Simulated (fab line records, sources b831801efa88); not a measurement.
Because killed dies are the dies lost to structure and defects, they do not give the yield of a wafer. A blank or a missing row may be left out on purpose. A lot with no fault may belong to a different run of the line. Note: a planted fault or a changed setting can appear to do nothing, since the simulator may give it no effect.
Matching of chambers / flow gf180mcu / pecvd-02 running GF_V3_CVD_02: 3 sister chambers
The step deposits SiO2 from TEOS, target thk 850 nm, time 94.851 s. 3 wafers are shown with their chamber, then 7 later ones without.

== WAFERS, EACH WITH ITS CHAMBER ==
wafer=L089.3; chamber=2; heater_power_w (W)=830
wafer=L089.5; chamber=0; heater_power_w (W)=727
wafer=L091.4; chamber=1; heater_power_w (W)=676

== WAFERS WHOSE CHAMBER IS MISSING ==
wafer=L091.5; heater_power_w (W)=603
wafer=L094.1; heater_power_w (W)=662
wafer=L094.4; heater_power_w (W)=690
wafer=L094.5; heater_power_w (W)=803
wafer=L097.2; heater_power_w (W)=653
wafer=L097.4; heater_power_w (W)=764
wafer=L097.5; heater_power_w (W)=648

== EACH ONE'S CHAMBER ==
wafer=L091.5; from the rows above=can't be placed: 1 or 0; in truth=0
wafer=L094.1; from the rows above=can't be placed: 1 or 0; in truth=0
wafer=L094.4; from the rows above=can't be placed: 1 or 0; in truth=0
wafer=L094.5; from the rows above=can't be placed: 2 or 0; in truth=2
wafer=L097.2; from the rows above=can't be placed: 1 or 0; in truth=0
wafer=L097.4; from the rows above=can't be placed: 0 or 2 or 1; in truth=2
wafer=L097.5; from the rows above=can't be placed: 1 or 0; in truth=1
Correctly placed: 0 of 7. These rows do not allow placing 7 (true chamber among the candidates in 7). Wrongly placed: 0.
How it was worked out, from the rows above alone: a wafer's distance from a chamber is the root of the sum, over the readings, of the square of ((its reading less the chamber's mean) divided by the reading's scatter). If the next closest chamber is less than 2 further off than the closest, the wafer can't be placed; otherwise it belongs to the closest. The mean given for a chamber averages the wafers shown for that chamber. The scatter: root of mean squared gap, hidden wafer to nearest shown wafer, with one shown wafer a chamber.
